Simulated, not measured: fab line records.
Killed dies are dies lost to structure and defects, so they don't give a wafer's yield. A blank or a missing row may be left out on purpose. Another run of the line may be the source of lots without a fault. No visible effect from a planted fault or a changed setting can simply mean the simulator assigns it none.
Which tool is to blame? | flow gf180mcu | at 1 step of a route of 602, 7 lots with 21 wafers sampled

## WHAT THE GAUGES READ, wafer by wafer
GF_NSD_OVL_MEAS_08.
lot  | measured     | on         | NSD_OVL (nm)
L208 | day 13 16:09 | overlay-02 | 1.4 1.9 -0.7
L213 | day 15 13:44 | overlay-02 | 3.8 3.9 4.2
L216 | day 16 12:54 | overlay-01 | 2.8 3.4 3.4
L219 | day 17 12:35 | overlay-01 | 1.8 2.3 2.0
L223 | day 18 13:02 | overlay-01 | 0.2 0.8 2.5
L228 | day 20 04:47 | overlay-01 | 1.3 0.4 0.6
L230 | day 20 18:12 | overlay-01 | 0.6 -1.1 1.2

## WHICH TOOL RAN EACH LOT (tool, then ch and the chambers of the sampled wafers, then the start)
There is no process step in the record ahead of these readings.

## THE ANSWER, worked out from the rows above alone
Rule: usual is defined by the lots themselves. Put in order of their means at a reading, lots are off if they are a third of the lots or fewer, leave a main group of 4 or more, and stand apart from it by a gap of 3 or more times the standard deviation of the main group's means; of several such gaps the widest counts. Not used: any main group whose means are identical at the precision the tables above print for the reading. Also off: a lot with no number at a reading for which 4 or more lots have one. Where the step has rows for the other lots, those lots are counted as sound.
Nothing can be told from this: no lot is off at any reading shown.

## WHAT THE SIMULATOR HAD INSERTED
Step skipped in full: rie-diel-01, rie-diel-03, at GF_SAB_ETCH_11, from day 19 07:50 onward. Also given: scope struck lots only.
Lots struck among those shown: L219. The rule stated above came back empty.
